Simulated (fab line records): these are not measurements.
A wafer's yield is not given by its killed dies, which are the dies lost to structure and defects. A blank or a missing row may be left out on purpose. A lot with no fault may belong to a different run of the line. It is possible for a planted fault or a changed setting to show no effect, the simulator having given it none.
fab line records || flow sfqLine
[record] {"lots": 15, "wafers": 43, "lastDay": 77}
route steps=325 shown I7@297
lots that met no fault: taken from a fault-free run of the same line
startH: hours from the record's first day to the start of the lot's first wafer shown || waitH: hours from the lot's prior step to this one || " unchanged from the row above || L1.1+2: one row covering several wafers at once || - value missing, or start not given || * or withheld: withheld || < > ~ a bound
route shown NAME@n: names a module that has steps shown in the file, with the first one's number in the route || usual: mean/standard deviation of fault-free wafers || same: alike in all rows || chamber/n: place in a boat || sites: the reading at each site || _std_site: how widely they spread, as a standard deviation || _edge_site: outer sites' mean less inner sites' || radiusMm: how far each site lies from the wafer's centre || mask NAME#n: copy n || behind: the tool/chamber that last shaped the wafer || hold: why the lot went on hold/how many hours it stayed there/how the hold came to an end || device: whichever transistor did not switch (one of n, p or np) || end of line: tests run on the same wafers once the route is complete || a step with no rows: only its recipe || killed: count of dies lost to structure and defects at first sort (not the wafer's yield) || map: dies across one wafer; x = killed, . = not, _ = none there
set.NAME: setting as actually run; set.NAME@STEP: the setting as run at that earlier step || model.NAME: the simulator's own value behind a step, which no gauge read
the route's steps for a sample of lots (tables are steps, rows are wafers)
services: from which hour (startH, from the record's first day; less than 0 if before it) a tool's chamber was out of use, for how many hours, and why
[[steps]]
[step SFQ_TRILAYER_I7_CMP_CMP_184]
[recipe] {"material": "SiO2", "downForcePsi": 3, "platenRpm": 60, "padVelocityMS": 0.94248}
[usual] {"motorCurrentA": "9.8/0.74", "timeToEndpointS": "215/9.9"}
{"lot.wafer": "L962.3", "tool": "cmp-01", "chamber": 1, "startH": 1539.46, "waitH": 0.5, "motorCurrentA": 9.4, "timeToEndpointS": 198}
{"lot.wafer": "L962.2", "tool": "cmp-01", "chamber": 3, "startH": 1540.46, "waitH": 1.5, "motorCurrentA": 9.2, "timeToEndpointS": 208}
{"lot.wafer": "L962.5", "tool": "cmp-01", "chamber": 1, "startH": 1541.46, "waitH": 2.5, "motorCurrentA": 9.4, "timeToEndpointS": 209}
{"lot.wafer": "L963.4", "tool": "cmp-01", "chamber": 1, "startH": 1547.96, "waitH": 0.5, "motorCurrentA": 9.4, "timeToEndpointS": 205}
{"lot.wafer": "L963.2", "tool": "cmp-01", "chamber": 3, "startH": 1548.96, "waitH": 1.5, "motorCurrentA": 9.4, "timeToEndpointS": 209}
{"lot.wafer": "L963.6", "tool": "cmp-01", "chamber": 1, "startH": 1549.96, "waitH": 2.5, "motorCurrentA": 10.0, "timeToEndpointS": 210}
{"lot.wafer": "L964.1", "tool": "cmp-02", "chamber": 2, "startH": 1551.32, "waitH": 0.0, "motorCurrentA": 10.4, "timeToEndpointS": 225}
{"lot.wafer": "L964.3", "tool": "cmp-02", "chamber": 1, "startH": 1552.82, "waitH": 1.5, "motorCurrentA": 8.7, "timeToEndpointS": 208}
{"lot.wafer": "L964.6", "tool": "cmp-02", "chamber": 2, "startH": 1552.82, "waitH": 1.5, "motorCurrentA": 10.3, "timeToEndpointS": 233}
{"lot.wafer": "L965.1", "tool": "cmp-01", "chamber": 0, "startH": 1557.56, "waitH": 0.5, "motorCurrentA": 9.1, "timeToEndpointS": 212}
{"lot.wafer": "L965.2", "tool": "cmp-01", "chamber": 1, "startH": 1557.56, "waitH": 0.5, "motorCurrentA": 9.3, "timeToEndpointS": 199}
{"lot.wafer": "L965.6", "tool": "cmp-01", "chamber": 3, "startH": 1559.06, "waitH": 2.0, "motorCurrentA": 9.4, "timeToEndpointS": 212}
{"lot.wafer": "L966.1", "tool": "cmp-01", "chamber": 1, "startH": 1579.16, "waitH": 0.5, "motorCurrentA": 10.1, "timeToEndpointS": 199}
{"lot.wafer": "L966.3", "tool": "cmp-01", "chamber": 3, "startH": 1580.16, "waitH": 1.5, "motorCurrentA": 9.1, "timeToEndpointS": 207}
{"lot.wafer": "L966.5", "tool": "cmp-01", "chamber": 0, "startH": 1580.16, "waitH": 1.5, "motorCurrentA": 9.2, "timeToEndpointS": 208}
{"lot.wafer": "L967.2", "tool": "cmp-02", "chamber": 1, "startH": 1579.86, "waitH": 0.0, "motorCurrentA": 8.8, "timeToEndpointS": 220}
{"lot.wafer": "L967.3", "tool": "cmp-02", "chamber": 3, "startH": 1580.86, "waitH": 1.0, "motorCurrentA": 11.3, "timeToEndpointS": 222}
{"lot.wafer": "L967.1", "tool": "cmp-02", "chamber": 0, "startH": 1580.86, "waitH": 1.0, "motorCurrentA": 8.8, "timeToEndpointS": 224}
{"lot.wafer": "L968.3", "tool": "cmp-01", "chamber": 3, "startH": 1591.06, "waitH": 2.8, "motorCurrentA": 9.2, "timeToEndpointS": 208}
{"lot.wafer": "L968.2", "tool": "cmp-01", "chamber": 0, "startH": 1591.06, "waitH": 2.8, "motorCurrentA": 9.5, "timeToEndpointS": 215}
{"lot.wafer": "L968.5", "tool": "cmp-01", "chamber": 2, "startH": 1592.56, "waitH": 4.3, "motorCurrentA": 10.0, "timeToEndpointS": 228}
{"lot.wafer": "L969.2", "tool": "cmp-01", "chamber": 2, "startH": 1594.06, "waitH": 3.0, "motorCurrentA": 10.0, "timeToEndpointS": 215}
{"lot.wafer": "L969.1", "tool": "cmp-01", "chamber": 3, "startH": 1594.06, "waitH": 3.0, "motorCurrentA": 9.8, "timeToEndpointS": 196}
{"lot.wafer": "L969.6", "tool": "cmp-01", "chamber": 1, "startH": 1595.56, "waitH": 4.5, "motorCurrentA": 9.6, "timeToEndpointS": 193}
{"lot.wafer": "L970.4", "tool": "cmp-01", "chamber": 1, "startH": 1599.56, "waitH": 1.3, "motorCurrentA": 9.2, "timeToEndpointS": 206}
{"lot.wafer": "L970.3", "tool": "cmp-01", "chamber": 2, "startH": 1599.56, "waitH": 1.3, "motorCurrentA": 9.8, "timeToEndpointS": 225}
{"lot.wafer": "L970.5", "tool": "cmp-01", "chamber": 0, "startH": 1601.06, "waitH": 2.8, "motorCurrentA": 9.5, "timeToEndpointS": 219}
{"lot.wafer": "L971.3", "tool": "cmp-02", "chamber": 2, "startH": 1600.94, "waitH": 1.5, "motorCurrentA": 10.3, "timeToEndpointS": 222}
{"lot.wafer": "L971.1", "tool": "cmp-02", "chamber": 1, "startH": 1602.44, "waitH": 3.0, "motorCurrentA": 8.5, "timeToEndpointS": 202}
{"lot.wafer": "L971.6", "tool": "cmp-02", "chamber": 2, "startH": 1602.44, "waitH": 3.0, "motorCurrentA": 10.3, "timeToEndpointS": 226}
{"lot.wafer": "L972.3", "tool": "cmp-01", "chamber": 0, "startH": 1613.57, "waitH": 3.3, "motorCurrentA": 9.5, "timeToEndpointS": 204}
{"lot.wafer": "L972.6", "tool": "cmp-01", "chamber": 1, "startH": 1613.57, "waitH": 3.3, "motorCurrentA": 9.3, "timeToEndpointS": 205}
{"lot.wafer": "L972.5", "tool": "cmp-01", "chamber": 2, "startH": 1613.57, "waitH": 3.3, "motorCurrentA": 10.0, "timeToEndpointS": 218}
{"lot.wafer": "L973.2", "tool": "cmp-01", "chamber": 2, "startH": 1618.57, "waitH": 2.3, "motorCurrentA": 9.7, "timeToEndpointS": 225}
{"lot.wafer": "L973.1", "tool": "cmp-01", "chamber": 0, "startH": 1619.57, "waitH": 3.3, "motorCurrentA": 9.7, "timeToEndpointS": 215}
{"lot.wafer": "L973.6", "tool": "cmp-01", "chamber": 2, "startH": 1620.57, "waitH": 4.3, "motorCurrentA": 10.0, "timeToEndpointS": 122}
{"lot.wafer": "L974.6", "tool": "cmp-01", "chamber": 1, "startH": 1624.27, "waitH": 2.0, "motorCurrentA": 9.5, "timeToEndpointS": 111}
{"lot.wafer": "L974.5", "tool": "cmp-01", "chamber": 2, "startH": 1624.27, "waitH": 2.0, "motorCurrentA": 10.0, "timeToEndpointS": 118}
{"lot.wafer": "L976.5", "tool": "cmp-01", "chamber": 1, "startH": 1632.84, "waitH": 2.0, "motorCurrentA": 9.8, "timeToEndpointS": 113}
{"lot.wafer": "L976.6", "tool": "cmp-01", "chamber": 2, "startH": 1632.84, "waitH": 2.0, "motorCurrentA": 10.0, "timeToEndpointS": 131}
{"lot.wafer": "L985.2", "tool": "cmp-02", "chamber": 1, "startH": 1679.38, "waitH": 4.1, "motorCurrentA": 8.9, "timeToEndpointS": 211}
{"lot.wafer": "L985.6", "tool": "cmp-02", "chamber": 3, "startH": 1680.38, "waitH": 5.0, "motorCurrentA": 11.6, "timeToEndpointS": 224}
{"lot.wafer": "L985.5", "tool": "cmp-02", "chamber": 0, "startH": 1680.38, "waitH": 5.0, "motorCurrentA": 9.5, "timeToEndpointS": 225}
[[services]]
{"tool": "cmp-02", "chamber": "-", "startH": 1542.56, "hours": 4.3, "kind": "pm"}
{"tool": "cmp-02", "chamber": "-", "startH": 1596.94, "hours": 4.0, "kind": "pm"}
{"tool": "cmp-02", "chamber": "-", "startH": 1600.94, "hours": "-", "kind": "consumableReplace:conditioner"}
{"tool": "cmp-02", "chamber": "-", "startH": 1600.94, "hours": "-", "kind": "consumableReplace:pad"}
{"tool": "cmp-02", "chamber": "-", "startH": 1611.97, "hours": 2.4, "kind": "repair"}
{"tool": "cmp-01", "chamber": "-", "startH": 1634.00, "hours": 1.9, "kind": "repair"}
{"tool": "cmp-02", "chamber": "-", "startH": 1637.70, "hours": 1.0, "kind": "repair"}
[[key]]
[firstSign] {"step": "SFQ_TRILAYER_I7_CMP_CMP_184", "reading": "timeToEndpointS", "direction": "down", "sigmas": 9.8, "usual": "*", "struck": "*"}
effect none on later readings
metAt SFQ_TRILAYER_I7_CMP_CMP_184
struckLots L973,L974,L976
struckWafers L973.6,L974.5,L974.6,L976.5,L976.6
[fault] {"kind": "processParameterDrift", "tool": "cmp-01", "chamber": "-", "onsetH": 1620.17, "steps": "SFQ_TRILAYER_I7_CMP_CMP_184", "channel": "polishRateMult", "offset": 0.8, "shape": "step", "endH": 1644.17, "scope": "struckWafersOnly"}
